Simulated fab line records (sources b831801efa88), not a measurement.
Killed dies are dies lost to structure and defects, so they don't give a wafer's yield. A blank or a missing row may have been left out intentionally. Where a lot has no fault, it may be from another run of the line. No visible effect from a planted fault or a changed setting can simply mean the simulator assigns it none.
The same fault as seen by 2 desks    flow gf180mcu    every desk sees just its own numbers, and what lay behind them comes last

== THE TOOL OWNER'S DESK: implanter-01 ==
The tool's own readings at GF_MVSD_IMPLANT_08, given as means over the sampled wafers that have a number, one for each lot that went through this tool. Any lot whose mean is over 4 standard deviations away from the usual mean is out of limits and marked OUT; that distance is given in the brackets.
Columns: A = beam_energy_keV at GF_MVSD_IMPLANT_08, usual 400.02
lot   first seen here  A
L991  day 4 15:37      400.03
L994  day 5 09:47      400.05
L995  day 5 14:58      400.01
L997  day 6 03:47      400.08
L998  day 6 09:46      399.85
L999  day 6 12:52      400.08
L106  day 8 06:57      467.90 (+99 or more) OUT
L107  day 8 13:07      467.79 (+99 or more) OUT
L108  day 8 19:17      468.07 (+99 or more) OUT
This desk finds L106, L107, L108 out of limits, L106 being first, at day 8 06:57 (beam_energy_keV at GF_MVSD_IMPLANT_08). In limits: L991, L994, L995, L997, L998, L999.

== FROM THE METROLOGY DESK ==
Lot by lot, what the gauges showed, no matter which tool ran the lot: averages of those sampled wafers that carry a number. Any lot whose mean is over 4 standard deviations away from the usual mean is out of limits and marked OUT; that distance is given in the brackets.
Columns: A = STI_CVD_03_THK at GF_STI_THK_MEAS_04, usual 207.7 nm; B = STI_OXIDATION_01_THK at GF_STI_THK_MEAS_22, usual 14.92 nm; C = MVSD_RS at GF_VT_IMPLANT_RS_MEAS_46, usual 457.0 ohm/sq; D = POLY_GATE_CVD_00_THK at GF_POLY_GATE_THK_MEAS_01, usual 200.2 nm
lot   first seen here  A      B      C                D
L991  day 1 18:34      204.1  15.03  458.7            199.1
L992  day 1 23:56      209.4  15.16  457.1            198.0
L994  day 2 09:34      208.0  15.30  456.8            200.1
L995  day 2 14:34      206.8  14.85  456.0            197.6
L997  day 3 00:34      205.6  15.20  458.6            199.1
L998  day 3 06:33      205.9  15.15  456.9            199.7
L999  day 3 11:29      207.5  15.02  458.5            202.6
L100  day 3 15:34      210.8  15.21  456.2            198.1
L106  day 4 22:20      209.3  14.83  443.0 (-12) OUT  197.7
L107  day 5 03:05      209.9  15.27  444.2 (-11) OUT  199.9
L108  day 5 07:50      209.6  14.78  443.4 (-11) OUT  198.0
L109  day 5 12:35      207.3  14.57  454.8            199.1
L110  day 5 17:34      208.7  14.85  457.0            200.4
L113  day 6 08:56      207.1  14.71  456.9            201.3
This desk finds L106, L107, L108 out of limits, with the earliest case on L106 at day 12 01:19 (MVSD_RS at GF_VT_IMPLANT_RS_MEAS_46). In limits: L991, L992, L994, L995, L997, L998, L999, L100, L109, L110, L113.

== PUT TOGETHER ==
The tool owner's desk had the chance to raise an alarm at day 8 06:57 on L106, L107, L108.
L106, L107, L108 would have let the metrology desk raise an alarm at day 12 01:19.
All the named lots went through GF_MVSD_IMPLANT_08 on implanter-01.

== WHAT THE SIMULATOR PUT IN ==
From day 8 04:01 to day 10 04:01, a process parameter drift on implanter-01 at GF_MVSD_IMPLANT_08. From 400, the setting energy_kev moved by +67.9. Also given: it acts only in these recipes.
Shown lots that were struck: L106, L107, L108.
Counting hours from when the fault started, the first reading out of limits came at 3 for the tool owner's desk and at 93 for the metrology desk.
